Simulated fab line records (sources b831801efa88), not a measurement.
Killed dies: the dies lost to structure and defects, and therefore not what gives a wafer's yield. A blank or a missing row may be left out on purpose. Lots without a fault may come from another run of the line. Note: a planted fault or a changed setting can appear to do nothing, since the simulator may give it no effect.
2 desks, one fault || flow gf180mcu || only its own numbers are on each desk; what lay behind them is given at the end

## AT THE TOOL OWNER'S DESK: rie_diel-02
The tool's own readings at GF_PASSIVATION_ETCH_11 (etches the open film in CF4/O2, stops on TiN, target depth 2040 nm, time 453.3 s): means of the sampled wafers that have a number, for each lot that ran on this tool. Any lot whose mean is over 4 standard deviations away from the usual mean is out of limits and marked OUT; that distance is given in the brackets.
Columns: A = O2_flow_sccm at GF_PASSIVATION_ETCH_11, usual 9.996 sccm; B = bias_w at GF_PASSIVATION_ETCH_11, usual 150.0 W; C = cf4_flow_sccm at GF_PASSIVATION_ETCH_11, usual 79.99 sccm; D = chamber_pressure_mTorr at GF_PASSIVATION_ETCH_11, usual 149.99 mTorr; E = drypump_motor_current_A at GF_PASSIVATION_ETCH_11, usual 5.5 A; F = oes_product_au at GF_PASSIVATION_ETCH_11, usual 0.990 a.u.; G = throttle_valve_pct at GF_PASSIVATION_ETCH_11, usual 5.968 %
{"lot": "L224", "first seen here": "day 29 01:24", "A": 10.002, "B": 149.4, "C": 79.94, "D": 150.04, "E": 5.4, "F": 0.986, "G": 5.964}
{"lot": "L225", "first seen here": "day 29 05:31", "A": 10.004, "B": 150.3, "C": 80.23, "D": 150.05, "E": 5.4, "F": 0.988, "G": 5.971}
{"lot": "L230", "first seen here": "day 30 17:19", "A": 9.974, "B": 149.6, "C": 80.17, "D": 149.95, "E": 5.4, "F": 0.990, "G": 5.971}
{"lot": "L239", "first seen here": "day 33 03:04", "A": 9.986, "B": 150.3, "C": 80.17, "D": 149.98, "E": 5.6, "F": 0.986, "G": 5.975}
{"lot": "L241", "first seen here": "day 33 18:31", "A": 9.991, "B": 149.9, "C": 79.79, "D": 150.00, "E": 5.4, "F": 0.989, "G": 5.968}
{"lot": "L243", "first seen here": "day 34 02:42", "A": 9.986, "B": 149.8, "C": 79.87, "D": 150.01, "E": 5.4, "F": 0.993, "G": 5.961}
Result from this desk: across the 6 lots, nothing is out of limits.

## AT THE METROLOGY DESK
Means of the sampled wafers that have a number, per lot and without regard to the tool the lot ran on: this is what the gauges read. Any lot whose mean is over 4 standard deviations away from the usual mean is out of limits and marked OUT; that distance is given in the brackets.
Columns: A = V4_W_RS at GF_V4_RS_MEAS_24, usual 0.327 ohm/sq
{"lot": "L224", "first seen here": "day 24 13:34", "A": 0.326}
{"lot": "L225", "first seen here": "day 24 17:58", "A": 0.325}
{"lot": "L230", "first seen here": "day 26 10:32", "A": 0.325}
{"lot": "L232", "first seen here": "day 27 03:55", "A": 0.325}
{"lot": "L233", "first seen here": "day 27 16:19", "A": 0.333}
{"lot": "L239", "first seen here": "day 29 05:31", "A": 0.328}
{"lot": "L241", "first seen here": "day 30 00:36", "A": 0.328}
{"lot": "L243", "first seen here": "day 30 11:18", "A": 0.329}
{"lot": "L244", "first seen here": "day 30 17:37", "A": 0.326}
Result from this desk: across the 9 lots, nothing is out of limits.

## BROUGHT TOGETHER
The desk of the tool owner found nothing out of limits.
The metrology desk saw nothing out of limits.

## WHAT THE SIMULATOR PUT IN
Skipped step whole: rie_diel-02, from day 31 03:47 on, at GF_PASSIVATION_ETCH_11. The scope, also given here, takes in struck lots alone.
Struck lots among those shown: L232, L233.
